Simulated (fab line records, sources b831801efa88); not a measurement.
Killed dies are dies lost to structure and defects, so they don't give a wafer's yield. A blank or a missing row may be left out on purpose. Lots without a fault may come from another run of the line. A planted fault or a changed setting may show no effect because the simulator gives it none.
One fault seen from 2 desks | flow gf180mcu | each desk has only its own numbers; what lay behind them comes last

THE METROLOGY DESK
What the gauges read, lot by lot, whatever tool the lot ran on: means of the sampled wafers that have a number. A lot is out of limits, marked OUT, if its mean lies more than 4 standard deviations from the usual mean; the brackets give that distance.
Columns: A = cd_nm at GF_HV_LDD_CD_MEAS_31, usual 399.4 nm; B = NSD_RS at GF_PSD_RS_MEAS_14, usual 46.15 ohm/sq; C = PSD_RS at GF_PSD_RS_MEAS_15, usual 108.59 ohm/sq
lot  | first seen here | A     | B               | C
L881 | day 11 09:26    | 400.6 | 46.05           | 108.56
L883 | day 12 04:42    | 398.2 | 46.16           | 108.44
L884 | day 12 10:51    | 398.1 | 46.18           | 109.03
L885 | day 12 17:10    | 402.8 | 46.08           | 108.05
L888 | day 13 19:37    | 399.9 | 42.53 (-40) OUT | 98.68 (-35) OUT
L889 | day 14 04:17    | 400.0 | 42.60 (-39) OUT | 98.68 (-35) OUT
L898 | day 17 06:49    | 397.0 | 46.16           | 108.86
L899 | day 17 11:19    | 401.4 | 46.11           | 108.75
L900 | day 17 21:35    | 399.7 | 46.04           | 108.26
L901 | day 18 03:58    | 399.3 | 46.18           | 108.76
L902 | day 18 10:25    | 400.5 | 46.21           | 108.92
L904 | day 19 03:23    | 396.9 | 46.12           | 108.65
This desk's finding: out of limits on L888, L889; first on L888, day 16 16:31 (NSD_RS at GF_PSD_RS_MEAS_14). In limits: L881, L883, L884, L885, L898, L899, L900, L901, L902, L904.

THE TOOL OWNER'S DESK: rtp_anneal-02
The tool's own readings at GF_PSD_RTA_13 (time 20 s): means of the sampled wafers that have a number, for each lot that ran on this tool. A lot is out of limits, marked OUT, if its mean lies more than 4 standard deviations from the usual mean; the brackets give that distance.
Columns: A = lamp_power_pct at GF_PSD_RTA_13, usual 35.9 %; B = wafer_temp_C_max at GF_PSD_RTA_13, usual 1030.2
lot  | first seen here | A    | B
L881 | day 14 00:56    | 34.6 | 1029.8
L883 | day 14 21:53    | 34.6 | 1030.4
L884 | day 15 06:07    | 34.6 | 1030.3
L888 | day 16 16:26    | 34.6 | 1030.3
L889 | day 17 02:04    | 34.6 | 1030.4
L898 | day 20 10:50    | 34.6 | 1029.2
L899 | day 20 15:48    | 34.6 | 1030.8
L900 | day 21 02:25    | 34.6 | 1031.1
L901 | day 21 09:26    | 34.6 | 1030.9
L902 | day 21 15:31    | 34.6 | 1030.1
This desk's finding: nothing out of limits on any of the 10 lots.

PUT TOGETHER
The metrology desk could have raised an alarm at day 16 16:31, on L888, L889.
The tool owner's desk saw nothing out of limits.
The tool owner's desk has L888, L889 on record, within its limits.
Of the lots named, all ran GF_PSD_RTA_13 on rtp_anneal-02.

WHAT THE SIMULATOR HAD PUT IN
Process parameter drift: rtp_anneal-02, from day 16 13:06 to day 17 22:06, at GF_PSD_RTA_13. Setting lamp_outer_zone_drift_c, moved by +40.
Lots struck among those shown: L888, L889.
Hours from the fault's start to each desk's first reading out of limits: the metrology desk, 3.
